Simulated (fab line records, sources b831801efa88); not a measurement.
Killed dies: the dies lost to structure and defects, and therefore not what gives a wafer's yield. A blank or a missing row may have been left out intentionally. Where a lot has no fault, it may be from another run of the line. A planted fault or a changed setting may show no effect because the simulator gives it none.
Which of the tools did it?    flow gf180mcu    42 wafers from 14 lots sampled at 3 of the route's 602 steps

WHAT EACH GAUGE READ, for each wafer
GF_HV_LDD_TW_MEAS_23. Usual: HV_LDD_2_TW 1052, standard deviation 5.4.
lot   measured      on             HV_LDD_2_TW     flag
L328  day 10 19:37  film_metro-02  1052 1046 1052  
L330  day 11 10:27  film_metro-02  1051 1050 1051  
L331  day 11 15:21  film_metro-03  1047 1044 1044  
L333  day 12 09:27  film_metro-03  1043 1053 1052  
L334  day 12 13:46  film_metro-04  1060 1056 1056  
L335  day 12 22:44  film_metro-04  1061 1064 1057  
L336  day 13 07:28  film_metro-03  1051 1049 1047  
L340  day 14 17:03  film_metro-03  1019 1018 1020  OFF
L344  day 15 17:50  film_metro-02  1015 1015 1017  OFF
L346  day 16 12:01  film_metro-04  1046 1051 1046  
L347  day 16 20:37  film_metro-04  1059 1056 1055  
L348  day 16 23:13  film_metro-02  1050 1056 1052  
L350  day 17 15:44  film_metro-02  1060 1054 1059  
L351  day 18 02:33  film_metro-04  1053 1055 1055  

TOOL THAT RAN EACH LOT (tool first, then ch and the chambers of the sampled wafers, then the start)
lot   GF_VT_IMPLANT_RTA_45              GF_HV_LDD_IMPLANT_21
L328  rtp_anneal-02 ch 0, day 7 14:28   implanter-03 ch 0, day 10 19:22
L330  rtp_anneal-01 ch 0, day 8 03:24   implanter-03 ch 0, day 11 10:12
L331  rtp_anneal-02 ch 0, day 8 09:28   implanter-02 ch 0, day 11 15:06
L333  rtp_anneal-01 ch 0, day 9 00:54   implanter-01 ch 0, day 12 09:12
L334  rtp_anneal-02 ch 0, day 9 03:32   implanter-01 ch 0, day 12 13:32
L335  rtp_anneal-01 ch 0, day 9 11:03   implanter-03 ch 0, day 12 22:31
L336  rtp_anneal-01 ch 0, day 9 17:57   implanter-01 ch 0, day 13 07:13
L340  rtp_anneal-01 ch 0, day 10 22:25  implanter-03 ch 0, day 14 16:48
L344  rtp_anneal-01 ch 0, day 12 00:04  implanter-03 ch 0, day 15 17:35
L346  rtp_anneal-01 ch 0, day 12 14:15  implanter-01 ch 0, day 16 11:46
L347  rtp_anneal-02 ch 0, day 12 20:03  implanter-02 ch 0, day 16 20:22
L348  rtp_anneal-01 ch 0, day 13 02:55  implanter-01 ch 0, day 16 22:58
L350  rtp_anneal-02 ch 0, day 13 15:44  implanter-01 ch 0, day 17 15:31
L351  rtp_anneal-02 ch 0, day 13 23:18  implanter-01 ch 0, day 18 02:19
- GF_VT_IMPLANT_RTA_45: time 30 s.
- GF_HV_LDD_IMPLANT_21

AS READ BY THE TOOLS THEMSELVES (means over the sampled wafers that have a number; for cases with no such wafer, the mark the record gives instead)
GF_VT_IMPLANT_RTA_45. Usual: anneal_temp_c_max 1053.1, standard deviation 0.75; lamp_power_pct 36.3 %, standard deviation 2.5; wafer_temp_C_max 1053.8, standard deviation 0.78.
lot   tool           anneal_temp_c_max  lamp_power_pct (%)  wafer_temp_C_max  flag
L328  rtp_anneal-02  1054.0             33.9                1054.2            
L330  rtp_anneal-01  1052.7             38.8                1053.5            
L331  rtp_anneal-02  1053.5             33.9                1054.1            
L333  rtp_anneal-01  1052.2             38.8                1054.0            
L334  rtp_anneal-02  1053.9             33.8                1054.7            
L335  rtp_anneal-01  1052.5             38.7                1052.7            
L336  rtp_anneal-01  1052.4             38.8                1053.8            
L340  rtp_anneal-01  1052.6             38.8                1054.7            
L344  rtp_anneal-01  1052.3             38.8                1053.4            
L346  rtp_anneal-01  1052.4             38.8                1053.7            
L347  rtp_anneal-02  1053.3             33.9                1054.5            
L348  rtp_anneal-01  1052.1             38.8                1053.5            
L350  rtp_anneal-02  1052.8             33.9                1054.1            
L351  rtp_anneal-02  1053.8             33.9                1054.3            

GF_HV_LDD_IMPLANT_21. Usual: beam_energy_keV reads 25.002 (standard deviation 0.0075).
lot   tool          beam_energy_keV  flag
L328  implanter-03  24.998           
L330  implanter-03  25.000           
L331  implanter-02  25.002           
L333  implanter-01  25.009           
L334  implanter-01  25.006           
L335  implanter-03  24.998           
L336  implanter-01  25.004           
L340  implanter-03  22.244           OFF
L344  implanter-03  22.237           OFF
L346  implanter-01  25.001           
L347  implanter-02  25.001           
L348  implanter-01  25.010           
L350  implanter-01  24.999           
L351  implanter-01  25.005           

THE ANSWER, worked out from the rows above alone
Rule: a lot counts as off when the mean over its wafers that have a number is more than 3 standard deviations away from the usual mean. Also off: a lot with no number at a reading for which 4 or more lots have one. The other lots that the step has rows for count as sound. First the gauges in route order, then the tools' own readings, where a lot's mean is used as printed above. The first step at which some lot is off is used, and at that step the reading that is off furthest; a lot without a number counts as furthest.
Off: L340, L344, at GF_HV_LDD_TW_MEAS_23 (HV_LDD_2_TW).
A tool fits if, at a process step before that reading, it ran every lot that is off, and no sound lot after the first of them. Not tried: the gauges at GF_HV_LDD_TW_MEAS_23; whatever is off there is also off at GF_HV_LDD_IMPLANT_21, on other tools, and gauge error can't account for it. One fits: GF_HV_LDD_IMPLANT_21 on implanter-03. Its last sound lot is L335 (day 12 22:31), its first lot that is off L340 (day 14 16:48): a fault that began between those two fits.
The tool's own readings at GF_HV_LDD_IMPLANT_21 bear it out: on the lots that are off they differ by more than 5 times the standard deviation of the sound lots' means. beam_energy_keV reads 22.240 there against 25.003 on the sound lots.

WHAT WAS PUT IN BY THE SIMULATOR
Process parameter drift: implanter-03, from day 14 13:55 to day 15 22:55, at GF_HV_LDD_IMPLANT_21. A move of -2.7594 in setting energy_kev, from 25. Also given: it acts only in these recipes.
Struck lots among those shown: L340, L344. The rule above reached the same finding.
